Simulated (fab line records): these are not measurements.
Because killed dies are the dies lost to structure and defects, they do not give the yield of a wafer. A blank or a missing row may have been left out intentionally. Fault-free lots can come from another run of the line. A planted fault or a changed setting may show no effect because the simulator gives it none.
Which tool did it? :: flow gf180mcu :: Sampling: 13 lots, 39 wafers, 6 of 602 route steps

## WHAT EACH GAUGE READ, for each wafer
GF_STI_THK_MEAS_02.
lot: L992
measured: day 2 01:13
on: film-metro-04
STI_OXIDATION_THK (nm): 11.22 11.12 11.15

lot: L993
measured: day 2 04:05
on: film-metro-03
STI_OXIDATION_THK (nm): 10.92 10.99 11.06

lot: L994
measured: day 2 07:31
on: film-metro-04
STI_OXIDATION_THK (nm): 10.97 11.03 10.89

lot: L995
measured: day 2 12:31
on: film-metro-04
STI_OXIDATION_THK (nm): 11.20 11.25 11.30

lot: L996
measured: day 2 17:38
on: film-metro-04
STI_OXIDATION_THK (nm): 11.20 11.07 11.13

lot: L997
measured: day 2 22:42
on: film-metro-04
STI_OXIDATION_THK (nm): 11.06 11.28 11.29

lot: L998
measured: day 3 03:32
on: film-metro-03
STI_OXIDATION_THK (nm): 11.10 11.11 11.25

lot: L101
measured: day 3 18:31
on: film-metro-04
STI_OXIDATION_THK (nm): 11.00 11.14 10.94

lot: L102
measured: day 4 00:43
on: film-metro-04
STI_OXIDATION_THK (nm): 10.66 10.72 10.80

lot: L106
measured: day 4 20:44
on: film-metro-04
STI_OXIDATION_THK (nm): 11.34 11.35 11.24

lot: L107
measured: day 5 01:49
on: film-metro-03
STI_OXIDATION_THK (nm): 10.85 11.03 10.94

lot: L109
measured: day 5 10:46
on: film-metro-03
STI_OXIDATION_THK (nm): 10.73 10.86 10.82

lot: L110
measured: day 5 15:58
on: film-metro-04
STI_OXIDATION_THK (nm): 10.69 10.95 10.91

GF_LVPWELL_OVL_MEAS_07.
lot: L992
measured: day 4 13:00
on: overlay-01
LVPWELL_OVL (nm): -0.1 0.2 -2.3

lot: L993
measured: day 4 15:15
on: overlay-01
LVPWELL_OVL (nm): -0.4 1.9 2.4

lot: L994
measured: day 4 19:12
on: overlay-01
LVPWELL_OVL (nm): -0.5 0.3 -0.9

lot: L995
measured: day 5 00:36
on: overlay-01
LVPWELL_OVL (nm): -1.9 -0.8 -1.2

lot: L996
measured: day 5 05:24
on: overlay-01
LVPWELL_OVL (nm): -0.7 -1.3 1.0

lot: L997
measured: day 5 10:18
on: overlay-02
LVPWELL_OVL (nm): 0.3 -0.9 2.2

lot: L998
measured: day 5 19:19
on: overlay-02
LVPWELL_OVL (nm): -0.5 0.5 -1.7

lot: L101
measured: day 6 11:15
on: overlay-01
LVPWELL_OVL (nm): -0.2 0.8 0.5

lot: L102
measured: day 6 17:25
on: overlay-02
LVPWELL_OVL (nm): -0.7 -2.4 -2.1

lot: L106
measured: day 7 15:15
on: overlay-02
LVPWELL_OVL (nm): -1.2 -1.7 0.2

lot: L107
measured: day 7 21:58
on: overlay-01
LVPWELL_OVL (nm): -0.5 -1.9 -1.0

lot: L109
measured: day 8 07:52
on: overlay-01
LVPWELL_OVL (nm): -0.9 -2.7 -0.8

lot: L110
measured: day 8 13:02
on: overlay-02
LVPWELL_OVL (nm): -1.6 -3.7 -1.7

GF_MVPSD_TW_MEAS_11.
lot: L992
measured: day 5 18:20
on: film-metro-04
MVPSD_TW: 553 555 553

lot: L993
measured: day 5 20:53
on: film-metro-02
MVPSD_TW: 543 547 548

lot: L994
measured: day 6 00:41
on: film-metro-02
MVPSD_TW: 545 544 542

lot: L995
measured: day 6 06:29
on: film-metro-02
MVPSD_TW: 545 546 545

lot: L996
measured: day 6 12:02
on: film-metro-02
MVPSD_TW: 546 546 540

lot: L997
measured: day 6 17:02
on: film-metro-04
MVPSD_TW: 554 554 551

lot: L998
measured: day 7 02:28
on: film-metro-01
MVPSD_TW: 543 544 543

lot: L101
measured: day 7 19:56
on: film-metro-02
MVPSD_TW: 550 547 546

lot: L102
measured: day 8 02:34
on: film-metro-04
MVPSD_TW: 754 752 754

lot: L106
measured: day 9 01:05
on: film-metro-01
MVPSD_TW: 741 742 741

lot: L107
measured: day 9 07:34
on: film-metro-04
MVPSD_TW: 547 552 552

lot: L109
measured: day 9 18:49
on: film-metro-01
MVPSD_TW: 547 546 546

lot: L110
measured: day 10 01:10
on: film-metro-02
MVPSD_TW: 546 546 547

GF_VT_IMPLANT_OVL_MEAS_18.
lot: L992
measured: day 7 00:05
on: overlay-01
VT_IMPLANT_01_OVL (nm): 1.6 -0.3 -1.0

lot: L993
measured: day 7 03:48
on: overlay-02
VT_IMPLANT_01_OVL (nm): 1.1 0.0 1.1

lot: L994
measured: day 7 06:18
on: overlay-01
VT_IMPLANT_01_OVL (nm): -1.0 -1.1 -0.8

lot: L995
measured: day 7 13:14
on: overlay-02
VT_IMPLANT_01_OVL (nm): -0.5 1.1 1.0

lot: L996
measured: day 7 19:48
on: overlay-02
VT_IMPLANT_01_OVL (nm): 1.3 -1.0 -0.2

lot: L997
measured: day 8 00:27
on: overlay-02
VT_IMPLANT_01_OVL (nm): 0.4 1.0 -0.4

lot: L998
measured: day 8 10:57
on: overlay-02
VT_IMPLANT_01_OVL (nm): -1.1 -0.6 -0.9

lot: L101
measured: day 9 05:14
on: overlay-01
VT_IMPLANT_01_OVL (nm): 0.1 0.8 -0.6

lot: L102
measured: day 9 11:31
on: overlay-02
VT_IMPLANT_01_OVL (nm): 1.3 -1.5 -2.2

lot: L106
measured: day 10 11:00
on: overlay-02
VT_IMPLANT_01_OVL (nm): 1.7 2.5 1.4

lot: L107
measured: day 10 19:40
on: overlay-01
VT_IMPLANT_01_OVL (nm): -1.9 -3.4 0.1

lot: L109
measured: day 11 06:50
on: overlay-01
VT_IMPLANT_01_OVL (nm): 1.1 3.4 0.8

lot: L110
measured: day 11 13:46
on: overlay-01
VT_IMPLANT_01_OVL (nm): 0.9 -0.6 2.3

GF_VT_IMPLANT_RS_MEAS_49: uses a four-point probe to measure.
lot: L992
measured: day 8 08:22
on: film-metro-01
MVPSD_RS (ohm/sq): 1187 1182 1185

lot: L993
measured: day 8 13:27
on: film-metro-04
MVPSD_RS (ohm/sq): 1177 1176 1180

lot: L994
measured: day 8 15:46
on: film-metro-04
MVPSD_RS (ohm/sq): 1177 1178 1176

lot: L995
measured: day 8 23:17
on: film-metro-01
MVPSD_RS (ohm/sq): 1176 1179 1181

lot: L996
measured: day 9 06:23
on: film-metro-04
MVPSD_RS (ohm/sq): 1174 1175 1178

lot: L997
measured: day 9 10:38
on: film-metro-04
MVPSD_RS (ohm/sq): 1173 1176 1173

lot: L998
measured: day 9 21:51
on: film-metro-01
MVPSD_RS (ohm/sq): 1177 1177 1175

lot: L101
measured: day 10 16:37
on: film-metro-02
MVPSD_RS (ohm/sq): 1180 1182 1180

lot: L102
measured: day 11 00:56
on: film-metro-02
MVPSD_RS (ohm/sq): 599 598 598

lot: L106
measured: day 12 01:41
on: film-metro-01
MVPSD_RS (ohm/sq): 598 596 597

lot: L107
measured: day 12 10:01
on: film-metro-01
MVPSD_RS (ohm/sq): 1176 1174 1173

lot: L109
measured: day 12 22:23
on: film-metro-04
MVPSD_RS (ohm/sq): 1173 1175 1178

lot: L110
measured: day 13 06:09
on: film-metro-02
MVPSD_RS (ohm/sq): 1178 1176 1178

## EACH LOT AND THE TOOL THAT RAN IT (in order: tool; ch and the chambers of the sampled wafers; start)
lot: L992
GF_MVPSD_IMPLANT_09: implanter-04 ch 0, day 5 18:05

lot: L993
GF_MVPSD_IMPLANT_09: implanter-04 ch 0, day 5 20:38

lot: L994
GF_MVPSD_IMPLANT_09: implanter-04 ch 0, day 6 00:26

lot: L995
GF_MVPSD_IMPLANT_09: implanter-01 ch 0, day 6 06:14

lot: L996
GF_MVPSD_IMPLANT_09: implanter-04 ch 0, day 6 11:47

lot: L997
GF_MVPSD_IMPLANT_09: implanter-01 ch 0, day 6 16:47

lot: L998
GF_MVPSD_IMPLANT_09: implanter-01 ch 0, day 7 02:16

lot: L101
GF_MVPSD_IMPLANT_09: implanter-04 ch 0, day 7 19:41

lot: L102
GF_MVPSD_IMPLANT_09: implanter-04 ch 0, day 8 02:20

lot: L106
GF_MVPSD_IMPLANT_09: implanter-04 ch 0, day 9 00:50

lot: L107
GF_MVPSD_IMPLANT_09: implanter-03 ch 0, day 9 07:22

lot: L109
GF_MVPSD_IMPLANT_09: implanter-03 ch 0, day 9 18:35

lot: L110
GF_MVPSD_IMPLANT_09: implanter-03 ch 0, day 10 00:56
- GF_MVPSD_IMPLANT_09

## WHAT THE TOOLS THEMSELVES READ (means of the sampled wafers that have a number; where no wafer has one, the mark that the record gives instead)
GF_MVPSD_IMPLANT_09.
lot: L992
tool: implanter-04
beam-on-s (s): 10.13
dose-ions-cm2: 4.997e+12
faraday-current-uA: 27.9

lot: L993
tool: implanter-04
beam-on-s (s): 10.05
dose-ions-cm2: 4.998e+12
faraday-current-uA: 27.9

lot: L994
tool: implanter-04
beam-on-s (s): 10.06
dose-ions-cm2: 4.992e+12
faraday-current-uA: 28.0

lot: L995
tool: implanter-01
beam-on-s (s): 10.26
dose-ions-cm2: 4.998e+12
faraday-current-uA: 27.4

lot: L996
tool: implanter-04
beam-on-s (s): 10.30
dose-ions-cm2: 5.007e+12
faraday-current-uA: 27.5

lot: L997
tool: implanter-01
beam-on-s (s): 10.04
dose-ions-cm2: 4.997e+12
faraday-current-uA: 28.2

lot: L998
tool: implanter-01
beam-on-s (s): 9.98
dose-ions-cm2: 5.001e+12
faraday-current-uA: 28.3

lot: L101
tool: implanter-04
beam-on-s (s): 10.09
dose-ions-cm2: 5.001e+12
faraday-current-uA: 27.9

lot: L102
tool: implanter-04
beam-on-s (s): 10.13
dose-ions-cm2: 5.341e+13
faraday-current-uA: 297.0

lot: L106
tool: implanter-04
beam-on-s (s): 10.07
dose-ions-cm2: 5.340e+13
faraday-current-uA: 298.3

lot: L107
tool: implanter-03
beam-on-s (s): 10.14
dose-ions-cm2: 5.003e+12
faraday-current-uA: 27.8

lot: L109
tool: implanter-03
beam-on-s (s): 10.18
dose-ions-cm2: 5.002e+12
faraday-current-uA: 27.6

lot: L110
tool: implanter-03
beam-on-s (s): 10.04
dose-ions-cm2: 5.008e+12
faraday-current-uA: 28.1

## THE ANSWER, worked out from the rows above alone
Rule: usual is defined by the lots themselves. Put in order of their means at a reading, lots are off if they are a third of the lots or fewer, leave a main group of 4 or more, and stand apart from it by a gap of 3 or more times the standard deviation of the main group's means; of several such gaps the widest counts. A main group is skipped when, at the precision printed for the reading in the tables above, its means are all equal. Also off: a lot with no number at a reading for which 4 or more lots have one. The other lots that the step has rows for count as sound. After the gauges, taken in route order, come the tools' own readings; for these a lot's mean is taken, as printed above. At the first step where some lot is off, the reading lying furthest off is the one used; lots without a number count as furthest.
Off: L102, L106, at GF_MVPSD_TW_MEAS_11 (MVPSD_TW). Main group: mean 547, sd 3.4.
If a tool, at a process step before that reading, ran all the lots that are off and no sound lot after the first of them, it fits. The gauges at GF_MVPSD_TW_MEAS_11 aren't tried: what is off there is off at GF_MVPSD_IMPLANT_09 too, on other tools, and a gauge's error can't cause that. One fits: implanter-04 at GF_MVPSD_IMPLANT_09. A fault onset in the window from L101 (day 7 19:41, its last sound lot) to L102 (day 8 02:20, its first lot off) fits.
The tool's own readings at GF_MVPSD_IMPLANT_09 bear it out: on the lots that are off they differ by more than 5 times the standard deviation of the sound lots' means. dose-ions-cm2 reads 5.340e+13 there against 5.000e+12 on the sound lots; faraday-current-uA reads 297.6 there against 27.9 on the sound lots.

## WHAT THE SIMULATOR HAD PUT IN
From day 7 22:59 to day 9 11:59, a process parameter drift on implanter-04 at GF_MVPSD_IMPLANT_09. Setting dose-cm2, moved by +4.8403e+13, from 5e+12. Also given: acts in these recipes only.
Shown lots that were struck: L102, L106. This agrees with what the rule above found.
